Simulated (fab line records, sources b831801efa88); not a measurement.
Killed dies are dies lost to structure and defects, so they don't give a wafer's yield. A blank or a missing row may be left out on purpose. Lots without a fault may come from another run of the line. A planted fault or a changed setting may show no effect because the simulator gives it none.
fab line records | flow gf180mcu
record lots=5 wafers=15 last_day=32
route steps=602 shown HV_LDD@183
lots that met no fault: from a run of the same line without faults
start_h: hours from the record's first day to the start of the lot's first wafer shown | wait_h: hours since the lot's step before | " the same as in the row above | L1.1+2: a row that stands for several wafers | - no value, or no start given | * or withheld: withheld | < > ~ a bound
route shown NAME@n: a module of which the file shows steps, and the number in the route of the first | usual: mean/standard deviation of fault-free wafers | same: alike in all rows | chamber/n: place in a boat | sites: the reading at each site | _std_site: their standard deviation | _edge_site: outer sites' mean less inner sites' | radius_mm: how far each site lies from the wafer's centre | mask NAME#n: copy n | behind: the tool/chamber that last shaped the wafer | hold: why the lot was held/for how many hours/how that ended | device: the transistor (n, p or np) that didn't switch | end of line: the same wafers' tests at the end of the route | a step without rows: its recipe alone | killed: dies lost to structure and defects at the first sort, not the wafer's yield | map: a wafer's dies, x killed, . not, _ none there
set.NAME: the setting as run; set.NAME@STEP: as run at that earlier step | model.NAME: the simulator's own value behind a step, which no gauge read
lots at some steps of the route; a table a step, a row a wafer
services: from which hour (start_h, from the record's first day; less than 0 if before it) a tool's chamber was out of use, for how many hours, and why
## steps
# step GF_HV_LDD_CD_MEAS_07
# recipe target_cd_nm=400
# usual cd_nm=399.6/2
# columns lot.wafer tool chamber start_h wait_h cd_nm
L085.2 cd_sem-01 - 296.12 0.1 398.7
L085.4 " - " " 398.7
L085.5 " - " " 400.0
L086.4 cd_sem-02 - 301.16 0.1 402.4
L086.5 " - " " 401.2
L086.6 " - " " 402.1
L087.2 cd_sem-01 - 309.52 0.1 403.3
L087.4 " - " " 398.8
L087.5 " - " " 402.7
L088.1 cd_sem-02 - 316.95 0.1 399.6
L088.2 " - " " 399.3
L088.4 " - " " 399.7
L090.3 cd_sem-02 - 332.19 0.1 402.0
L090.4 " - " " 403.8
L090.6 " - " " 400.6
# step GF_HV_LDD_OVL_MEAS_08
# usual HV_LDD_OVL=-0.9/1.2
# columns lot.wafer tool chamber start_h wait_h HV_LDD_OVL[nm]
L085.2 overlay-02 - 296.22 0.1 0.4
L085.4 " - " " -0.9
L085.5 " - " " 0.7
L086.4 overlay-02 - 301.23 0.1 -0.5
L086.5 " - " " 0.2
L086.6 " - " " 0.9
L087.2 overlay-02 - 309.62 0.1 -2.0
L087.4 " - " " -2.5
L087.5 " - " " 0.4
L088.1 overlay-02 - 317.07 0.1 -0.1
L088.2 " - " " 1.1
L088.4 " - " " -0.6
L090.3 overlay-01 - 332.28 0.1 -0.3
L090.4 " - " " -0.7
L090.6 " - " " -2.4
# step GF_HV_LDD_IMPLANT_09
# recipe species=As energy_kev=40 dose_cm2=1e+14 tilt_deg=7
# usual beam_energy_keV=40.000/0.014
# columns lot.wafer tool chamber start_h wait_h beam_energy_keV
L085.2 implanter-03 0 296.28 0.0 40.018
L085.4 " 0 " " 40.015
L085.5 " 0 " " 40.024
L086.4 implanter-03 0 301.33 0.1 39.989
L086.5 " 0 " " 39.975
L086.6 " 0 " " 39.985
L087.2 implanter-02 0 309.68 0.0 39.998
L087.4 " 0 " " 40.008
L087.5 " 0 " " 39.983
L088.1 implanter-03 0 317.11 0.0 40.028
L088.2 " 0 " " 39.995
L088.4 " 0 " " 40.021
L090.3 implanter-01 0 332.35 0.1 39.993
L090.4 " 0 " " 40.001
L090.6 " 0 " " 40.011
# step GF_HV_LDD_STRIP_10
# recipe chemistry=O2/N2 power_w=1400 pressure_mtorr=1500 platen_temp_c=250 o2_flow_sccm=3000 n2_flow_sccm=300 overash_fraction=0.5
# usual drypump_motor_current_A=5.4/0.46 heater_power_w=310/36 oes_product_au=0.716/0.0044 platen_temp_c=250.00/0.17 strip_time_to_endpoint_s=12.63/0.032
# columns lot.wafer tool chamber start_h wait_h drypump_motor_current_A heater_power_w oes_product_au platen_temp_c rf_hours_counter_h strip_time_to_endpoint_s
L085.2 plasma_asher-01 1 296.40 0.1 6.2 306 0.716 249.99 64 12.63
L085.4 " 0 " " 5.5 312 0.720 249.93 - 12.59
L085.5 " 1 " " 6.3 307 0.717 249.97 - 12.63
L086.4 plasma_asher-01 0 301.43 0.1 5.5 322 0.705 249.71 - 12.62
L086.5 " 1 " " 6.2 315 0.716 250.28 - 12.64
L086.6 " 0 " " 5.5 327 0.718 249.80 - 12.67
L087.2 plasma_asher-02 0 309.80 0.1 4.9 314 0.723 250.00 20 12.66
L087.4 " 0 " " 4.9 313 0.714 250.03 - 12.64
L087.5 " 1 " " 5.7 257 0.716 250.09 - 12.68
L088.1 plasma_asher-02 1 317.26 0.1 5.7 259 0.722 249.99 21 12.63
L088.2 " 0 " " 4.9 308 0.720 249.91 21 12.61
L088.4 " 0 " " 4.9 316 0.718 249.96 - 12.63
L090.3 plasma_asher-04 1 332.48 0.1 5.4 334 0.720 249.74 - 12.65
L090.4 " 0 " " 4.9 398 0.716 250.01 - 12.71
L090.6 " 1 " " 5.4 327 0.717 250.01 - 12.67
# step GF_HV_LDD_TW_MEAS_11
# usual HV_LDD_TW=2435/18
# columns lot.wafer tool chamber start_h wait_h HV_LDD_TW
L085.2 film_metro-02 - 296.51 0.1 2447
L085.4 " - " " 2457
L085.5 " - " " 2453
L086.4 film_metro-01 - 301.53 0.1 2420
L086.5 " - " " 2429
L086.6 " - " " 2421
L087.2 film_metro-02 - 309.91 0.1 2453
L087.4 " - " " 2455
L087.5 " - " " 2451
L088.1 film_metro-01 - 317.36 0.1 2418
L088.2 " - " " 2403
L088.4 " - " " 2431
L090.3 film_metro-03 - 332.57 0.1 2440
L090.4 " - " " 2464
L090.6 " - " " 2462
# step GF_HV_LDD_DEHYDRATE_12
# recipe temp_c=200 time_s=60
# usual plate_temp_C=200.00/0.16
# columns lot.wafer tool chamber start_h wait_h plate_temp_C
L085.2 litho_track-02 0 305.67 9.1 200.34
L085.4 " 0 " " 200.06
L085.5 " 0 " " 200.03
L086.4 litho_track-01 0 310.98 9.4 200.06
L086.5 " 0 " " 200.06
L086.6 " 0 " " 200.05
L087.2 litho_track-04 0 319.82 9.9 200.12
L087.4 " 0 " " 200.28
L087.5 " 0 " " 200.03
L088.1 litho_track-01 0 326.90 9.5 199.98
L088.2 " 0 " " 200.10
L088.4 " 0 " " 199.92
L090.3 litho_track-02 0 342.99 10.4 199.99
L090.4 " 0 " " 200.21
L090.6 " 0 " " 200.05
# step GF_HV_LDD_HMDS_13
# recipe prime_time_s=60 prime_temp_c=120
# columns lot.wafer tool chamber start_h wait_h
L085.2+4+5 litho_track-02 0 305.82 0.1
L086.4+5+6 litho_track-01 0 311.13 0.1
L087.2+4+5 litho_track-04 0 319.97 0.1
L088.1+2+4 litho_track-01 0 327.05 0.1
L090.3+4+6 litho_track-02 0 343.14 0.1
# step GF_HV_LDD_COAT_14
# recipe resist=NOVOLAK spin_rpm=3000 resist_thk_nm=1000
# columns lot.wafer tool chamber start_h wait_h
L085.2+4+5 litho_track-02 0 305.97 0.1
L086.4+5+6 litho_track-01 0 311.28 0.1
L087.2+4+5 litho_track-04 0 320.12 0.1
L088.1+2+4 litho_track-01 0 327.20 0.1
L090.3+4+6 litho_track-02 0 343.29 0.1
# step GF_HV_LDD_SOFTBAKE_15
# recipe temp_c=90 time_s=60 resist=NOVOLAK
# usual plate_temp_C=89.99/0.12
# columns lot.wafer tool chamber start_h wait_h plate_temp_C
L085.2 litho_track-02 0 306.12 0.1 89.89
L085.4 " 0 " " 89.90
L085.5 " 0 " " 90.03
L086.4 litho_track-01 0 311.43 0.1 89.93
L086.5 " 0 " " 89.84
L086.6 " 0 " " 90.07
L087.2 litho_track-04 0 320.27 0.1 90.01
L087.4 " 0 " " 89.97
L087.5 " 0 " " 90.12
L088.1 litho_track-01 0 327.35 0.1 89.99
L088.2 " 0 " " 90.05
L088.4 " 0 " " 90.13
L090.3 litho_track-02 0 343.44 0.1 89.73
L090.4 " 0 " " 89.65
L090.6 " 0 " " 89.97
# step GF_HV_LDD_EXPOSE_16
# recipe mask_id=Pplus_LV_AREA target_cd_nm=400 na=0.6 source_shape=conventional sigma_outer=0.6 dose_mj=140
# usual focus_offset_nm=-0.1/0.51
# same na=0.6
# columns lot.wafer tool chamber start_h wait_h mask focus_offset_nm
L085.2 iline_stepper-02 0 - - Pplus_LV_AREA#0 -0.3
L085.4 " 0 " " Pplus_LV_AREA#0 -0.4
L085.5 " 0 " " Pplus_LV_AREA#0 0.1
L086.4 iline_stepper-02 0 - - Pplus_LV_AREA#0 -0.9
L086.5 " 0 " " Pplus_LV_AREA#0 -0.5
L086.6 " 0 " " Pplus_LV_AREA#0 0.1
L087.2 iline_stepper-02 0 - - Pplus_LV_AREA#0 -0.1
L087.4 " 0 " " Pplus_LV_AREA#0 -0.4
L087.5 " 0 " " Pplus_LV_AREA#0 -0.1
L088.1 iline_stepper-01 0 - - Pplus_LV_AREA#0 -0.8
L088.2 " 0 " " Pplus_LV_AREA#0 -0.8
L088.4 " 0 " " Pplus_LV_AREA#0 -0.3
L090.3 iline_stepper-02 0 - - Pplus_LV_AREA#0 -0.6
L090.4 " 0 " " Pplus_LV_AREA#0 0.7
L090.6 " 0 " " Pplus_LV_AREA#0 -0.9
# step GF_HV_LDD_PEB_17
# recipe temp_c=withheld time_s=* resist=NOVOLAK
# columns lot.wafer tool chamber start_h wait_h
L085.2+4+5 litho_track-02 0 - -
L086.4+5+6 litho_track-02 0 - -
L087.2+4+5 litho_track-04 0 - -
L088.1+2+4 litho_track-04 0 - -
L090.3+4+6 litho_track-01 0 - -
# step GF_HV_LDD_DEVELOP_18
# recipe develop_time_s=60 dev_temp_c=23
# same develop_time_s=60
# columns lot.wafer tool chamber start_h wait_h
L085.2+4+5 litho_track-02 0 317.17 0.1
L086.4+5+6 litho_track-02 0 321.97 0.1
L087.2+4+5 litho_track-04 0 329.87 0.1
L088.1+2+4 litho_track-04 0 338.00 0.1
L090.3+4+6 litho_track-01 0 353.30 0.1
# step GF_HV_LDD_CD_MEAS_19
# recipe target_cd_nm=400
# usual cd_nm=399.5/2.6
# columns lot.wafer tool chamber start_h wait_h cd_nm
L085.2 cd_sem-02 - 317.31 0.1 398.1
L085.4 " - " " 399.1
L085.5 " - " " 400.2
L086.4 cd_sem-02 - 322.10 0.1 396.7
L086.5 " - " " 395.6
L086.6 " - " " 395.9
L087.2 cd_sem-01 - 330.02 0.1 403.5
L087.4 " - " " 402.1
L087.5 " - " " 400.3
L088.1 cd_sem-01 - 338.15 0.1 398.9
L088.2 " - " " 400.2
L088.4 " - " " 396.8
L090.3 cd_sem-02 - 353.44 0.1 395.7
L090.4 " - " " 396.8
L090.6 " - " " 398.4
# step GF_HV_LDD_OVL_MEAS_20
# usual HV_LDD_01_OVL=-0.4/1.3
# columns lot.wafer tool chamber start_h wait_h HV_LDD_01_OVL[nm]
L085.2 overlay-02 - 317.42 0.1 -1.2
L085.4 " - " " -1.7
L085.5 " - " " -2.2
L086.4 overlay-02 - 322.18 0.1 -0.6
L086.5 " - " " -2.0
L086.6 " - " " 0.0
L087.2 overlay-02 - 330.12 0.1 -2.8
L087.4 " - " " -0.6
L087.5 " - " " -0.2
L088.1 overlay-01 - 338.27 0.1 -0.9
L088.2 " - " " -4.1
L088.4 " - " " -0.9
L090.3 overlay-01 - 353.53 0.1 0.9
L090.4 " - " " -0.6
L090.6 " - " " 1.3
# step GF_HV_LDD_IMPLANT_21
# recipe species=BF2 energy_kev=25 dose_cm2=5e+13 tilt_deg=7
# usual beam_energy_keV=25.001/0.0083
# columns lot.wafer tool chamber start_h wait_h beam_energy_keV
L085.2 implanter-01 0 317.48 0.0 24.997
L085.4 " 0 " " 25.000
L085.5 " 0 " " 25.008
L086.4 implanter-02 0 322.28 0.1 24.998
L086.5 " 0 " " 24.991
L086.6 " 0 " " 24.999
L087.2 implanter-02 0 330.18 0.0 25.008
L087.4 " 0 " " 24.989
L087.5 " 0 " " 24.994
L088.1 implanter-02 0 338.30 0.0 25.003
L088.2 " 0 " " 24.996
L088.4 " 0 " " 25.002
L090.3 implanter-03 0 353.61 0.1 24.996
L090.4 " 0 " " 24.996
L090.6 " 0 " " 24.997
# step GF_HV_LDD_STRIP_22
# recipe chemistry=O2/N2 power_w=1400 pressure_mtorr=1500 platen_temp_c=250 o2_flow_sccm=3000 n2_flow_sccm=300 overash_fraction=0.5
# usual drypump_motor_current_A=5.5/0.47 heater_power_w=320/33 oes_product_au=0.715/0.0042 platen_temp_c=250.00/0.19 strip_time_to_endpoint_s=12.63/0.032
# columns lot.wafer tool chamber start_h wait_h drypump_motor_current_A heater_power_w oes_product_au platen_temp_c rf_hours_counter_h strip_time_to_endpoint_s
L085.2 plasma_asher-04 0 317.60 0.1 4.9 400 0.721 250.26 69 12.61
L085.4 " 1 " " 5.4 326 0.710 249.61 - 12.64
L085.5 " 0 " " 4.9 378 0.713 249.82 - 12.63
L086.4 plasma_asher-02 0 322.38 0.1 4.8 316 0.716 249.78 - 12.63
L086.5 " 1 " " 5.7 262 0.723 250.04 - 12.64
L086.6 " 0 " " 4.9 312 0.707 249.86 - 12.61
L087.2 plasma_asher-01 1 330.30 0.1 6.2 314 0.718 250.11 68 12.58
L087.4 " 0 " " 5.5 324 0.712 249.75 - 12.64
L087.5 " 0 " " 5.5 332 0.709 249.82 - 12.61
L088.1 plasma_asher-02 1 338.45 0.1 5.7 258 0.717 250.00 23 12.64
L088.2 " 0 " " 4.9 306 0.714 250.34 23 12.67
L088.4 " 0 " " 4.9 312 0.710 250.05 - 12.60
L090.3 plasma_asher-01 0 353.74 0.1 5.5 318 0.712 249.66 - 12.66
L090.4 " 1 " " 6.2 321 0.716 249.81 - 12.61
L090.6 " 1 " " 6.2 316 0.713 249.75 - 12.66
# step GF_HV_LDD_TW_MEAS_23
# usual HV_LDD_2_TW=1067/8.7
# columns lot.wafer tool chamber start_h wait_h HV_LDD_2_TW
L085.2 film_metro-02 - 317.71 0.1 1068
L085.4 " - " " 1070
L085.5 " - " " 1071
L086.4 film_metro-03 - 322.48 0.1 1071
L086.5 " - " " 1070
L086.6 " - " " 1074
L087.2 film_metro-03 - 330.41 0.1 1072
L087.4 " - " " 1075
L087.5 " - " " 1072
L088.1 film_metro-02 - 338.55 0.1 1073
L088.2 " - " " 1075
L088.4 " - " " 1071
L090.3 film_metro-01 - 353.83 0.1 1057
L090.4 " - " " 1049
L090.6 " - " " 1057
# step GF_HV_LDD_DEHYDRATE_24
# recipe temp_c=200 time_s=60
# usual plate_temp_C=199.99/0.15
# columns lot.wafer tool chamber start_h wait_h plate_temp_C
L085.2 litho_track-02 0 327.02 9.3 200.01
L085.4 " 0 " " 199.80
L085.5 " 0 " " 200.09
L086.4 litho_track-04 0 332.57 10.1 199.87
L086.5 " 0 " " 199.96
L086.6 " 0 " " 199.98
L087.2 litho_track-01 0 340.82 10.4 200.05
L087.4 " 0 " " 200.02
L087.5 " 0 " " 199.92
L088.1 litho_track-01 0 348.40 9.8 200.01
L088.2 " 0 " " 200.10
L088.4 " 0 " " 199.91
L090.3 litho_track-04 0 364.29 10.5 199.82
L090.4 " 0 " " 200.05
L090.6 " 0 " " 200.03
# step GF_HV_LDD_HMDS_25
# recipe prime_time_s=60 prime_temp_c=120
# columns lot.wafer tool chamber start_h wait_h
L085.2+4+5 litho_track-02 0 327.17 0.1
L086.4+5+6 litho_track-04 0 332.72 0.1
L087.2+4+5 litho_track-01 0 340.97 0.1
L088.1+2+4 litho_track-01 0 348.55 0.1
L090.3+4+6 litho_track-04 0 364.44 0.1
# step GF_HV_LDD_COAT_26
# recipe resist=NOVOLAK spin_rpm=3000 resist_thk_nm=1000
# columns lot.wafer tool chamber start_h wait_h
L085.2+4+5 litho_track-02 0 327.32 0.1
L086.4+5+6 litho_track-04 0 332.87 0.1
L087.2+4+5 litho_track-01 0 341.12 0.1
L088.1+2+4 litho_track-01 0 348.70 0.1
L090.3+4+6 litho_track-04 0 364.59 0.1
# step GF_HV_LDD_SOFTBAKE_27
# recipe temp_c=90 time_s=60 resist=NOVOLAK
# usual plate_temp_C=90.01/0.13
# columns lot.wafer tool chamber start_h wait_h plate_temp_C
L085.2 litho_track-02 0 327.47 0.1 90.00
L085.4 " 0 " " 90.10
L085.5 " 0 " " 90.29
L086.4 litho_track-04 0 333.02 0.1 89.98
L086.5 " 0 " " 90.16
L086.6 " 0 " " 89.94
L087.2 litho_track-01 0 341.27 0.1 89.84
L087.4 " 0 " " 90.11
L087.5 " 0 " " 89.89
L088.1 litho_track-01 0 348.85 0.1 90.05
L088.2 " 0 " " 90.08
L088.4 " 0 " " 90.20
L090.3 litho_track-04 0 364.74 0.1 90.11
L090.4 " 0 " " 90.17
L090.6 " 0 " " 90.01
# step GF_HV_LDD_EXPOSE_28
# recipe mask_id=Nplus_HV_AREA target_cd_nm=400 na=0.6 source_shape=conventional sigma_outer=0.6 dose_mj=140
# usual focus_offset_nm=0.0/0.56
# same na=0.6
# columns lot.wafer tool chamber start_h wait_h mask focus_offset_nm
L085.2 iline_stepper-01 0 - - Nplus_HV_AREA#0 0.9
L085.4 " 0 " " Nplus_HV_AREA#0 -0.6
L085.5 " 0 " " Nplus_HV_AREA#0 0.2
L086.4 iline_stepper-01 0 - - Nplus_HV_AREA#0 0.1
L086.5 " 0 " " Nplus_HV_AREA#0 -0.1
L086.6 " 0 " " Nplus_HV_AREA#0 0.1
L087.2 iline_stepper-02 0 - - Nplus_HV_AREA#0 0.7
L087.4 " 0 " " Nplus_HV_AREA#0 0.1
L087.5 " 0 " " Nplus_HV_AREA#0 0.7
L088.1 iline_stepper-02 0 - - Nplus_HV_AREA#0 0.1
L088.2 " 0 " " Nplus_HV_AREA#0 0.0
L088.4 " 0 " " Nplus_HV_AREA#0 0.2
L090.3 iline_stepper-02 0 - - Nplus_HV_AREA#0 -0.9
L090.4 " 0 " " Nplus_HV_AREA#0 -0.8
L090.6 " 0 " " Nplus_HV_AREA#0 -0.5
# step GF_HV_LDD_PEB_29
# recipe temp_c=withheld time_s=* resist=NOVOLAK
# columns lot.wafer tool chamber start_h wait_h
L085.2+4+5 litho_track-01 0 - -
L086.4+5+6 litho_track-02 0 - -
L087.2+4+5 litho_track-01 0 - -
L088.1+2+4 litho_track-02 0 - -
L090.3+4+6 litho_track-01 0 - -
# step GF_HV_LDD_DEVELOP_30
# recipe develop_time_s=60 dev_temp_c=23
# same develop_time_s=60
# columns lot.wafer tool chamber start_h wait_h
L085.2+4+5 litho_track-01 0 337.87 0.1
L086.4+5+6 litho_track-02 0 343.77 0.1
L087.2+4+5 litho_track-01 0 352.02 0.1
L088.1+2+4 litho_track-02 0 358.99 0.1
L090.3+4+6 litho_track-01 0 375.75 0.1
# step GF_HV_LDD_CD_MEAS_31
# recipe target_cd_nm=400
# usual cd_nm=399.7/2.5
# columns lot.wafer tool chamber start_h wait_h cd_nm
L085.2 cd_sem-02 - 338.02 0.1 402.6
L085.4 " - " " 400.7
L085.5 " - " " 402.9
L086.4 cd_sem-01 - 343.90 0.1 399.9
L086.5 " - " " 398.0
L086.6 " - " " 398.9
L087.2 cd_sem-02 - 352.17 0.1 398.8
L087.4 " - " " 400.0
L087.5 " - " " 396.4
L088.1 cd_sem-02 - 359.14 0.1 399.3
L088.2 " - " " 397.8
L088.4 " - " " 400.2
L090.3 cd_sem-02 - 375.89 0.1 407.6
L090.4 " - " " 406.7
L090.6 " - " " 406.8
# step GF_HV_LDD_OVL_MEAS_32
# usual HV_LDD_02_OVL=-1.4/1.4
# columns lot.wafer tool chamber start_h wait_h HV_LDD_02_OVL[nm]
L085.2 overlay-02 - 338.13 0.1 -1.7
L085.4 " - " " -2.4
L085.5 " - " " -3.4
L086.4 overlay-01 - 343.98 0.1 -1.4
L086.5 " - " " -0.1
L086.6 " - " " 0.6
L087.2 overlay-01 - 352.28 0.1 -0.3
L087.4 " - " " -0.6
L087.5 " - " " -1.0
L088.1 overlay-02 - 359.26 0.1 0.6
L088.2 " - " " 0.7
L088.4 " - " " 0.0
L090.3 overlay-02 - 375.98 0.1 -2.5
L090.4 " - " " -2.1
L090.6 " - " " -3.4
# step GF_HV_LDD_IMPLANT_33
# recipe species=P energy_kev=60 dose_cm2=7.5e+12 tilt_deg=30 rotation_deg=0
# usual beam_energy_keV=59.999/0.019
# columns lot.wafer tool chamber start_h wait_h beam_energy_keV
L085.2 implanter-03 0 338.18 0.0 60.000
L085.4 " 0 " " 59.990
L085.5 " 0 " " 59.979
L086.4 implanter-03 0 344.08 0.1 59.970
L086.5 " 0 " " 60.010
L086.6 " 0 " " 60.009
L087.2 implanter-03 0 352.33 0.0 60.014
L087.4 " 0 " " 59.979
L087.5 " 0 " " 60.022
L088.1 implanter-01 0 359.30 0.0 60.005
L088.2 " 0 " " 59.960
L088.4 " 0 " " 59.969
L090.3 implanter-03 0 376.06 0.1 60.004
L090.4 " 0 " " 60.013
L090.6 " 0 " " 59.988
# step GF_HV_LDD_IMPLANT_34
# recipe species=P energy_kev=60 dose_cm2=7.5e+12 tilt_deg=30 rotation_deg=90
# usual beam_energy_keV=59.998/0.019
# columns lot.wafer tool chamber start_h wait_h beam_energy_keV
L085.2 implanter-03 0 338.33 0.1 60.033
L085.4 " 0 " " 60.024
L085.5 " 0 " " 60.046
L086.4 implanter-03 0 344.23 0.1 60.027
L086.5 " 0 " " 60.028
L086.6 " 0 " " 60.003
L087.2 implanter-03 0 352.48 0.1 59.987
L087.4 " 0 " " 60.019
L087.5 " 0 " " 60.010
L088.1 implanter-01 0 359.45 0.1 59.967
L088.2 " 0 " " 60.006
L088.4 " 0 " " 59.998
L090.3 implanter-03 0 376.21 0.1 59.987
L090.4 " 0 " " 60.001
L090.6 " 0 " " 60.018
# step GF_HV_LDD_IMPLANT_35
# recipe species=P energy_kev=60 dose_cm2=7.5e+12 tilt_deg=30 rotation_deg=180
# usual beam_energy_keV=59.999/0.017
# columns lot.wafer tool chamber start_h wait_h beam_energy_keV
L085.2 implanter-03 0 338.48 0.1 59.997
L085.4 " 0 " " 60.006
L085.5 " 0 " " 60.012
L086.4 implanter-03 0 344.38 0.1 60.011
L086.5 " 0 " " 60.014
L086.6 " 0 " " 60.004
L087.2 implanter-03 0 352.63 0.1 59.974
L087.4 " 0 " " 59.976
L087.5 " 0 " " 60.006
L088.1 implanter-01 0 359.60 0.1 59.993
L088.2 " 0 " " 59.974
L088.4 " 0 " " 60.002
L090.3 implanter-03 0 376.36 0.1 59.976
L090.4 " 0 " " 59.981
L090.6 " 0 " " 59.965
# step GF_HV_LDD_IMPLANT_36
# recipe species=P energy_kev=60 dose_cm2=7.5e+12 tilt_deg=30 rotation_deg=270
# usual beam_energy_keV=60.004/0.019
# columns lot.wafer tool chamber start_h wait_h beam_energy_keV
L085.2 implanter-03 0 338.63 0.1 60.029
L085.4 " 0 " " 59.992
L085.5 " 0 " " 60.024
L086.4 implanter-03 0 344.53 0.1 59.991
L086.5 " 0 " " 60.017
L086.6 " 0 " " 60.049
L087.2 implanter-03 0 352.78 0.1 59.995
L087.4 " 0 " " 59.972
L087.5 " 0 " " 59.980
L088.1 implanter-01 0 359.75 0.1 59.969
L088.2 " 0 " " 59.985
L088.4 " 0 " " 60.016
L090.3 implanter-03 0 376.51 0.1 60.007
L090.4 " 0 " " 60.010
L090.6 " 0 " " 59.995
# step GF_HV_LDD_STRIP_37
# recipe chemistry=O2/N2 power_w=1400 pressure_mtorr=1500 platen_temp_c=250 o2_flow_sccm=3000 n2_flow_sccm=300 overash_fraction=0.5
# usual drypump_motor_current_A=5.4/0.46 heater_power_w=320/37 oes_product_au=0.716/0.0047 platen_temp_c=249.99/0.19 strip_time_to_endpoint_s=12.64/0.038
# columns lot.wafer tool chamber start_h wait_h drypump_motor_current_A heater_power_w oes_product_au platen_temp_c rf_hours_counter_h strip_time_to_endpoint_s
L085.2 plasma_asher-01 0 338.76 0.1 5.5 331 0.721 250.16 69 12.62
L085.4 " 1 " " 6.2 309 0.709 250.04 - 12.65
L085.5 " 0 " " 5.5 321 0.716 250.04 - 12.65
L086.4 plasma_asher-01 1 344.63 0.1 6.2 320 0.713 249.90 - 12.56
L086.5 " 1 " " 6.2 306 0.719 250.41 - 12.56
L086.6 " 0 " " 5.5 316 0.723 250.54 - 12.59
L087.2 plasma_asher-04 1 352.91 0.1 5.4 333 0.699 250.34 73 12.73
L087.4 " 1 " " 5.4 334 0.720 249.89 - 12.64
L087.5 " 0 " " 5.0 384 0.710 250.04 - 12.68
L088.1 plasma_asher-02 1 359.90 0.1 5.7 262 0.712 249.87 25 12.61
L088.2 " 0 " " 4.9 315 0.711 249.77 25 12.60
L088.4 " 0 " " 4.9 301 0.714 250.10 - 12.61
L090.3 plasma_asher-02 1 376.64 0.1 5.7 262 0.719 249.88 - 12.64
L090.4 " 0 " " 4.8 308 0.718 249.91 - 12.64
L090.6 " 1 " " 5.7 256 0.723 249.97 - 12.61
# step GF_HV_LDD_TW_MEAS_38
# usual HV_LDD_3_TW=1451/13
# columns lot.wafer tool chamber start_h wait_h HV_LDD_3_TW
L085.2 film_metro-02 - 338.87 0.1 1456
L085.4 " - " " 1460
L085.5 " - " " 1464
L086.4 film_metro-03 - 344.73 0.1 1449
L086.5 " - " " 1455
L086.6 " - " " 1456
L087.2 film_metro-01 - 353.02 0.1 1438
L087.4 " - " " 1436
L087.5 " - " " 1434
L088.1 film_metro-01 - 360.00 0.1 1437
L088.2 " - " " 1441
L088.4 " - " " 1437
L090.3 film_metro-02 - 376.73 0.1 1464
L090.4 " - " " 1465
L090.6 " - " " 1464
# step GF_HV_LDD_DEHYDRATE_39
# recipe temp_c=200 time_s=60
# usual plate_temp_C=199.97/0.15
# columns lot.wafer tool chamber start_h wait_h plate_temp_C
L085.2 litho_track-01 0 349.02 10.1 199.91
L085.4 " 0 " " 199.80
L085.5 " 0 " " 199.81
L086.4 litho_track-02 0 354.57 9.8 199.92
L086.5 " 0 " " 200.10
L086.6 " 0 " " 199.83
L087.2 litho_track-04 0 363.07 10.0 200.30
L087.4 " 0 " " 200.12
L087.5 " 0 " " 200.15
L088.1 litho_track-02 0 370.04 10.0 200.21
L088.2 " 0 " " 200.24
L088.4 " 0 " " 200.18
L090.3 litho_track-02 0 388.29 11.6 200.02
L090.4 " 0 " " 200.17
L090.6 " 0 " " 199.98
# step GF_HV_LDD_HMDS_40
# recipe prime_time_s=60 prime_temp_c=120
# columns lot.wafer tool chamber start_h wait_h
L085.2+4+5 litho_track-01 0 349.17 0.1
L086.4+5+6 litho_track-02 0 354.72 0.1
L087.2+4+5 litho_track-04 0 363.22 0.1
L088.1+2+4 litho_track-02 0 370.19 0.1
L090.3+4+6 litho_track-02 0 388.44 0.1
# step GF_HV_LDD_COAT_41
# recipe resist=NOVOLAK spin_rpm=3000 resist_thk_nm=1000
# columns lot.wafer tool chamber start_h wait_h
L085.2+4+5 litho_track-01 0 349.32 0.1
L086.4+5+6 litho_track-02 0 354.87 0.1
L087.2+4+5 litho_track-04 0 363.37 0.1
L088.1+2+4 litho_track-02 0 370.34 0.1
L090.3+4+6 litho_track-02 0 388.59 0.1
# step GF_HV_LDD_SOFTBAKE_42
# recipe temp_c=90 time_s=60 resist=NOVOLAK
# usual plate_temp_C=89.97/0.12
# columns lot.wafer tool chamber start_h wait_h plate_temp_C
L085.2 litho_track-01 0 349.47 0.1 89.82
L085.4 " 0 " " 90.04
L085.5 " 0 " " 90.03
L086.4 litho_track-02 0 355.02 0.1 90.10
L086.5 " 0 " " 90.02
L086.6 " 0 " " 89.84
L087.2 litho_track-04 0 363.52 0.1 90.07
L087.4 " 0 " " 89.91
L087.5 " 0 " " 90.03
L088.1 litho_track-02 0 370.49 0.1 90.01
L088.2 " 0 " " 90.00
L088.4 " 0 " " 89.89
L090.3 litho_track-02 0 388.74 0.1 89.95
L090.4 " 0 " " 89.97
L090.6 " 0 " " 90.02
# step GF_HV_LDD_EXPOSE_43
# recipe mask_id=Pplus_HV_AREA target_cd_nm=400 na=0.6 source_shape=conventional sigma_outer=0.6 dose_mj=140
# usual focus_offset_nm=0.0/0.52
# same na=0.6
# columns lot.wafer tool chamber start_h wait_h mask focus_offset_nm
L085.2 iline_stepper-02 0 - - Pplus_HV_AREA#0 -0.6
L085.4 " 0 " " Pplus_HV_AREA#0 0.6
L085.5 " 0 " " Pplus_HV_AREA#0 0.2
L086.4 iline_stepper-02 0 - - Pplus_HV_AREA#0 0.5
L086.5 " 0 " " Pplus_HV_AREA#0 -0.3
L086.6 " 0 " " Pplus_HV_AREA#0 -0.2
L087.2 iline_stepper-01 0 - - Pplus_HV_AREA#0 -0.9
L087.4 " 0 " " Pplus_HV_AREA#0 -0.2
L087.5 " 0 " " Pplus_HV_AREA#0 -0.6
L088.1 iline_stepper-01 0 - - Pplus_HV_AREA#0 -0.3
L088.2 " 0 " " Pplus_HV_AREA#0 -0.4
L088.4 " 0 " " Pplus_HV_AREA#0 -0.1
L090.3 iline_stepper-02 0 - - Pplus_HV_AREA#0 -0.7
L090.4 " 0 " " Pplus_HV_AREA#0 -0.5
L090.6 " 0 " " Pplus_HV_AREA#0 -0.9
# step GF_HV_LDD_PEB_44
# recipe temp_c=withheld time_s=* resist=NOVOLAK
# columns lot.wafer tool chamber start_h wait_h
L085.2+4+5 litho_track-02 0 - -
L086.4+5+6 litho_track-01 0 - -
L087.2+4+5 litho_track-01 0 - -
L088.1+2+4 litho_track-04 0 - -
L090.3+4+6 litho_track-04 0 - -
## services
# columns tool chamber start_h hours kind
iline_stepper-01 - 278.71 4.3 pm
iline_stepper-02 0 294.74 - calibration
iline_stepper-01 - 311.68 0.6 repair
implanter-01 - 324.89 0.6 repair
iline_stepper-02 - 326.32 9.1 repair
iline_stepper-01 0 332.43 - calibration
iline_stepper-01 - 335.46 8.9 pm
implanter-01 - 336.98 1.7 pm
iline_stepper-01 - 343.75 17.2 repair
implanter-02 - 351.26 1.0 repair
plasma_asher-01 - 366.53 0.6 repair
implanter-01 - 376.81 5.1 repair
implanter-01 - 379.12 3.3 repair
implanter-02 - 381.65 5.7 repair
iline_stepper-02 - 389.36 1.7 pm
implanter-02 - 398.74 2.0 repair
## key
fault none
